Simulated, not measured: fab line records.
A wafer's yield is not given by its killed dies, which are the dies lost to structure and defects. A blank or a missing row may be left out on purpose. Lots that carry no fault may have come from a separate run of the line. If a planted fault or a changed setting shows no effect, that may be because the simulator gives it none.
Which tool was responsible? ; flow sky130 ; Sampling: 7 lots, 21 wafers, 2 of 708 route steps

WHAT THE GAUGES READ, wafer by wafer
SKY_POLY_GATE_CD_MEAS_22.
lot;measured;on;cd_nm (nm)
L580;day 17 10:17;cd_sem-02;149.9 150.3 149.4
L582;day 17 15:49;cd_sem-01;152.3 148.8 150.6
L585;day 19 08:19;cd_sem-02;149.6 150.0 149.9
L588;day 20 05:33;cd_sem-01;148.5 151.2 149.8
L590;day 20 21:58;cd_sem-02;147.6 149.3 150.6
L592;day 21 19:17;cd_sem-02;148.8 150.6 151.1
L600;day 24 07:41;cd_sem-01;147.2 150.2 146.7

WHICH TOOL RAN EACH LOT (tool, then ch and the chambers of the sampled wafers, then the start)
lot;SKY_SONOS_ONO_ETCH_15
L580;rie_diel-02 ch 0,1,3, day 13 11:37
L582;rie_diel-01 ch 2,3, day 13 18:46
L585;rie_diel-03 ch 1,2, day 15 06:31
L588;rie_diel-02 ch 0,3, day 16 00:42
L590;rie_diel-01 ch 1,2,3, day 16 18:03
L592;rie_diel-03 ch 1,2, day 17 12:06
L600;rie_diel-01 ch 1,2,3, day 20 01:24
- SKY_SONOS_ONO_ETCH_15: etches the open film in CHF3/O2, target depth 19.52 nm, time 7.8 s.

THE ANSWER, worked out from the rows above alone
Rule: what is usual is taken from the lots themselves. The widest of any qualifying gaps counts: lots, ordered by their means at a reading, are off when they make up no more than a third of the lots, leave a main group of 4 or more, and stand apart from it by 3 or more times the standard deviation of that group's means. Not used: any main group whose means are identical at the precision the tables above print for the reading. A lot without any number at a reading at which 4 lots or more have one is off too. All remaining lots with rows at the step are treated as sound.
No lot is off at any reading shown: from this, nothing can be told.

WHAT THE SIMULATOR PUT IN
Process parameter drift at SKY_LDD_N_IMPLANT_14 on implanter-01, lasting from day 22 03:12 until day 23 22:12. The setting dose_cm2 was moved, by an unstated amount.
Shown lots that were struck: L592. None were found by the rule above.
